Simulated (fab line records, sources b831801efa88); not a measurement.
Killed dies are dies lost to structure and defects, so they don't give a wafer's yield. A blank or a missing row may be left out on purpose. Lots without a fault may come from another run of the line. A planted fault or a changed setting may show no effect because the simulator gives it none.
A struck lot beside a sound one | flow gf180mcu | 18 steps out of a route of 602
Sound: wafers L586.2, L586.5, L586.6. Struck: wafers L593.1, L593.4. (L593.2 of the same lot was not struck and is left out.) The cause comes at the end.
At each step with rows: each side's tool, then ch and its chambers, then its first start. Under that, the readings that differ: sound wafers | struck wafers | difference of the means | sigmas: that difference in standard deviations of wafers without a fault.
alike: readings whose means differ by less than 2 such deviations, and words and numbers that are the same on both sides. not compared: withheld readings, readings that some wafer has no value for, bounds like >300 that may hide the same value, and numbers for which the record gives no deviation and whose values overlap.
The two part at a step that has a row with sigmas, a row that says differs or no value, or rows on one side only. Numbers that don't overlap but have no deviation are shown without sigmas and don't part them. A reading that every wafer of one side lacks parts them only if that side has two wafers or more.

first, 3 steps without rows for these wafers: GF_V1_EXPOSE_11 (exposes mask Via1, target cd 260 nm); GF_V1_PEB_12 (peb time 90 s); GF_V1_DEVELOP_13 (develop time 60 s).
GF_V1_CD_MEAS_14: target cd 260 nm.
  sound on cd_sem-02, day 19 21:31; struck on cd_sem-02, day 23 01:00
  alike: cd_nm
GF_V1_OVL_MEAS_15:
  sound on overlay-02, day 19 21:38; struck on overlay-02, day 23 01:07
  alike: V1_OVL
GF_V1_ETCH_16: etches BARC in N2/H2.
  sound on rie_diel-04 ch 0,1,3, day 19 21:40; struck on rie_diel-04 ch 1,3, day 23 01:09
  reading               | sound             | struck      | difference | sigmas
  oes_product_au (a.u.) | 0.849 0.846 0.857 | 0.867 0.858 | +0.012     | +2
  alike: drypump_motor_current_A, throttle_valve_pct
GF_V1_ETCH_17: etches SiO2 in C4F8/O2/Ar, stops on TiN, target depth 630 nm.
  sound on rie_diel-04 ch 0,1,3; struck on rie_diel-04 ch 1,3
  alike: oes_product_au
GF_V1_STRIP_18: strips in O2/N2.
  sound on plasma_asher-03 ch 0,1, day 19 21:47; struck on plasma_asher-01 ch 0,1, day 23 01:17
  alike: drypump_motor_current_A, heater_power_w, oes_product_au, platen_temp_c
  not compared: rf_hours_counter_h
then, 2 steps without rows for these wafers: GF_V1_STRIP_19 (strips in post etch residue remover, time 1200 s); GF_V1_CLEAN_20 (cleans in DIW).
GF_V1_SPUTTER_21: material Ti, target thk 15 nm, time 80.02 s.
  sound on pvd_sputter-04, day 19 22:19; struck on pvd_sputter-04, day 23 02:11
  alike: throttle_valve_pct
then, 1 step without rows for these wafers: GF_V1_SPUTTER_22 (material TiN, target thk 10 nm, time 40 s).
GF_V1_CVD_23: deposits W, target thk 350 nm, time 105.05 s.
  sound on cvd_w-02 ch 0,1, day 19 22:25; struck on cvd_w-02 ch 1, day 23 02:17
  reading                          | sound             | struck      | difference | sigmas
  model.W_of_V1_CVD_23.thk_nm (nm) | 346.9 357.5 343.6 | 523.6 522.7 | +173.8     |
  alike: heater_power_w
GF_V1_RS_MEAS_24: measures by four-point-probe.
  sound on film_metro-04, day 19 22:33; struck on film_metro-04, day 23 02:24
  reading          | sound             | struck      | difference | sigmas
  V1_W_RS (ohm/sq) | 0.330 0.320 0.333 | 0.218 0.219 | -0.109     | -29
GF_V1_THK_MEAS_25: measures by xrf.
  sound on film_metro-04, day 19 22:40; struck on film_metro-04, day 23 02:31
  reading       | sound       | struck  | difference | sigmas
  V1_W_THK (nm) | 355 367 350 | 541 546 | +186       | +31
GF_V1_CMP_26: polishes, stops on SiO2, t overpolish 15 s, target thk 0 nm.
  sound on cmp-02 ch 2,3, day 19 22:47; struck on cmp-01 ch 2,3, day 23 02:35
  reading                | sound    | struck  | difference | sigmas
  time_to_endpoint_s (s) | 77 80 93 | 129 132 | +47        | +8
  alike: motor_current_A
GF_M2_SPUTTER_00: material Ti, target thk 37.5 nm, time 150 s.
  sound on pvd_sputter-03, day 19 23:05; struck on pvd_sputter-02, day 23 02:53
  alike: throttle_valve_pct
GF_PASSIVATION_PROBE_99:
  the record has rows for the sound wafers here (prober-02, day 30 07:46) and none for the struck ones

WHERE THEY PART
First at GF_V1_ETCH_16; last, within this record, at GF_PASSIVATION_PROBE_99.

WHY: what the simulator had put in
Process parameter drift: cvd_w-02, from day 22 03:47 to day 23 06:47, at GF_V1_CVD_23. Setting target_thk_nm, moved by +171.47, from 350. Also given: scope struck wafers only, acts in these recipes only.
